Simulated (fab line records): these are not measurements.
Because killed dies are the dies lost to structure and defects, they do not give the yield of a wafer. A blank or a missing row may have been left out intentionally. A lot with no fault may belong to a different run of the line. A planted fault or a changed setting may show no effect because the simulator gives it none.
Which tool was responsible? + flow sky130 + 6 lots with 18 wafers sampled at 2 steps, on a route of 708 steps

== WHAT EACH GAUGE READ, for each wafer ==
SKY_NWELL_TW_MEAS_26.
| lot  | measured     | on            | NWELL_2_TW        |
|------|--------------|---------------|-------------------|
| L189 | day 6 18:49  | film-metro-03 | 499.5 497.5 497.4 |
| L194 | day 7 19:21  | film-metro-01 | 514.7 512.6 514.1 |
| L200 | day 9 09:32  | film-metro-01 | 496.3 494.0 496.0 |
| L203 | day 10 16:01 | film-metro-03 | 494.0 495.0 493.4 |
| L205 | day 10 20:34 | film-metro-03 | 493.4 492.6 493.8 |
| L207 | day 11 09:29 | film-metro-03 | 496.7 495.8 496.9 |

== WHICH TOOL RAN EACH LOT (tool, then ch and the chambers of the sampled wafers, then the start) ==
| lot  | SKY_NWELL_IMPLANT_24            |
|------|---------------------------------|
| L189 | implanter-04 ch 0, day 6 18:36  |
| L194 | implanter-03 ch 0, day 7 19:06  |
| L200 | implanter-02 ch 0, day 9 09:18  |
| L203 | implanter-04 ch 0, day 10 15:46 |
| L205 | implanter-04 ch 0, day 10 20:21 |
| L207 | implanter-04 ch 0, day 11 09:17 |
- SKY_NWELL_IMPLANT_24

== THE ANSWER, worked out from the rows above alone ==
Rule: usual is defined by the lots themselves. The widest of any qualifying gaps counts: lots, ordered by their means at a reading, are off when they make up no more than a third of the lots, leave a main group of 4 or more, and stand apart from it by 3 or more times the standard deviation of that group's means. A main group is skipped when, at the precision printed for the reading in the tables above, its means are all equal. A lot without any number at a reading at which 4 lots or more have one is off too. Where the step has rows for the other lots, those lots are counted as sound.
Off: at SKY_NWELL_TW_MEAS_26 (NWELL_2_TW), L194. The main group has a mean of 495.5 with a standard deviation of 1.7.
If a tool, at a process step before that reading, ran all the lots that are off and no sound lot after the first of them, it fits. Gauges at SKY_NWELL_TW_MEAS_26: tried the same way as those tools. One candidate fits, namely implanter-03 at SKY_NWELL_IMPLANT_24. It ran no sound lot before its first lot that is off in this sample, so the start can't be narrowed down.

== WHAT THE SIMULATOR HAD PUT IN ==
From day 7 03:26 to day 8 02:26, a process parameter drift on implanter-03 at SKY_NWELL_IMPLANT_24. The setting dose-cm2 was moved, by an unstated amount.
Struck lots among those shown: L194. Same finding as the rule above.
